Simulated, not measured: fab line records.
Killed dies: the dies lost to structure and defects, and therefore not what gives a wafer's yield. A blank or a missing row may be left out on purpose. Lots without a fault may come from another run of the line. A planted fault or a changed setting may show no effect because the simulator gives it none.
The tool behind it: which one?	flow sfq-line	16 lots, 48 wafers sampled, at 3 steps of a route of 325

WHAT THE GAUGES SHOWED, per wafer
SFQ_C5_OVL_MEAS_937.
lot	measured	on	C5_OVL (nm)
L690	day 76 22:38	overlay-02	17 10 13
L691	day 76 23:50	overlay-02	3 5 5
L692	day 77 07:34	overlay-01	4 5 0
L693	day 77 08:46	overlay-01	-4 1 0
L694	day 77 12:22	overlay-01	6 4 2
L697	day 78 14:44	overlay-01	8 1 5
L699	day 79 01:31	overlay-02	0 3 -2
L700	day 79 13:36	overlay-02	1 1 2
L701	day 79 23:59	overlay-02	1 -2 -3
L702	day 80 02:22	overlay-02	2 -1 -6
L705	day 81 09:56	overlay-01	3 -6 -3
L706	day 81 18:20	overlay-01	4 -3 -2
L707	day 81 21:56	overlay-01	-11 -2 -6
L709	day 82 15:28	overlay-01	-2 -11 -7
L710	day 84 16:48	overlay-01	-6 -6 -8
L713	day 86 03:50	overlay-02	-4 1 3

SFQ_I6_BOW_MEAS_941.
lot	measured	on	I6_BOW (um)
L690	day 77 22:43	film-metro-03	2 18 4
L691	day 78 01:43	film-metro-01	2 -1 6
L692	day 78 04:43	film-metro-01	18 10 7
L693	day 78 06:43	film-metro-03	9 -3 -3
L694	day 78 12:44	film-metro-01	0 1 -1
L697	day 79 06:44	film-metro-03	20 13 12
L699	day 79 11:49	film-metro-03	28 19 8
L700	day 79 22:25	film-metro-03	-6 -6 -10
L701	day 80 09:29	film-metro-02	2 13 4
L702	day 80 11:50	film-metro-01	-6 -6 -4
L705	day 81 21:13	film-metro-03	22 17 15
L706	day 82 09:14	film-metro-01	6 10 0
L707	day 83 00:34	film-metro-01	9 12 9
L709	day 83 03:32	film-metro-02	11 -6 1
L710	day 85 00:33	film-metro-02	23 18 13
L713	day 86 14:07	film-metro-02	4 -2 13

EACH LOT AND THE TOOL THAT RAN IT (in order: tool; ch and the chambers of the sampled wafers; start)
lot	SFQ_TRILAYER_I6_CMP_CMP_166
L690	cmp-02 ch 0,1, day 77 19:43
L691	cmp-02 ch 1,2,3, day 77 23:13
L692	cmp-02 ch 1,2,3, day 78 02:43
L693	cmp-01 ch 0,2, day 78 03:42
L694	cmp-01 ch 0,1,2, day 78 09:42
L697	cmp-01 ch 0,1,3, day 79 04:42
L699	cmp-02 ch 1,2,3, day 79 09:19
L700	cmp-01 ch 1,2, day 79 19:52
L701	cmp-02 ch 2,3, day 80 06:27
L702	cmp-01 ch 1,2,3, day 80 08:50
L705	cmp-02 ch 0,1,2, day 81 18:11
L706	cmp-02 ch 0,1, day 82 06:11
L707	cmp-01 ch 0,1,3, day 82 22:01
L709	cmp-01 ch 0,1,2, day 83 02:01
L710	cmp-02 ch 1,2, day 84 21:31
L713	cmp-01 ch 1,2,3, day 86 12:07
- SFQ_TRILAYER_I6_CMP_CMP_166: polishes SiO2.

WHAT THE TOOLS THEMSELVES READ (means of the sampled wafers that have a number; where no wafer has one, the mark that the record gives instead)
SFQ_TRILAYER_I6_CMP_CMP_166.
lot	tool	motor-current-A (A)	time-to-endpoint-s (s)
L690	cmp-02	9.8	215
L691	cmp-02	10.9	208
L692	cmp-02	10.9	214
L693	cmp-01	10.7	220
L694	cmp-01	11.0	216
L697	cmp-01	10.2	210
L699	cmp-02	11.2	207
L700	cmp-01	11.7	214
L701	cmp-02	11.0	222
L702	cmp-01	10.8	213
L705	cmp-02	9.8	211
L706	cmp-02	9.4	205
L707	cmp-01	10.1	213
L709	cmp-01	10.7	214
L710	cmp-02	10.6	216
L713	cmp-01	10.7	219

THE ANSWER, worked out from the rows above alone
Rule: the usual values come from the lots themselves. Put in order of their means at a reading, lots are off if they are a third of the lots or fewer, leave a main group of 4 or more, and stand apart from it by a gap of 3 or more times the standard deviation of the main group's means; of several such gaps the widest counts. The tables above print the reading to a certain number of digits; a main group whose means all agree to those digits is not used. Also off: a lot with no number at a reading for which 4 or more lots have one. The other lots that the step has rows for count as sound. The gauges are gone through in route order, then the tools' own readings, and for those a lot's mean is taken as printed above. The first step at which some lot is off is used, and at that step the reading that is off furthest; a lot without a number counts as furthest.
None of the lots is off at any reading shown; this tells nothing.

WHAT WAS PUT IN BY THE SIMULATOR
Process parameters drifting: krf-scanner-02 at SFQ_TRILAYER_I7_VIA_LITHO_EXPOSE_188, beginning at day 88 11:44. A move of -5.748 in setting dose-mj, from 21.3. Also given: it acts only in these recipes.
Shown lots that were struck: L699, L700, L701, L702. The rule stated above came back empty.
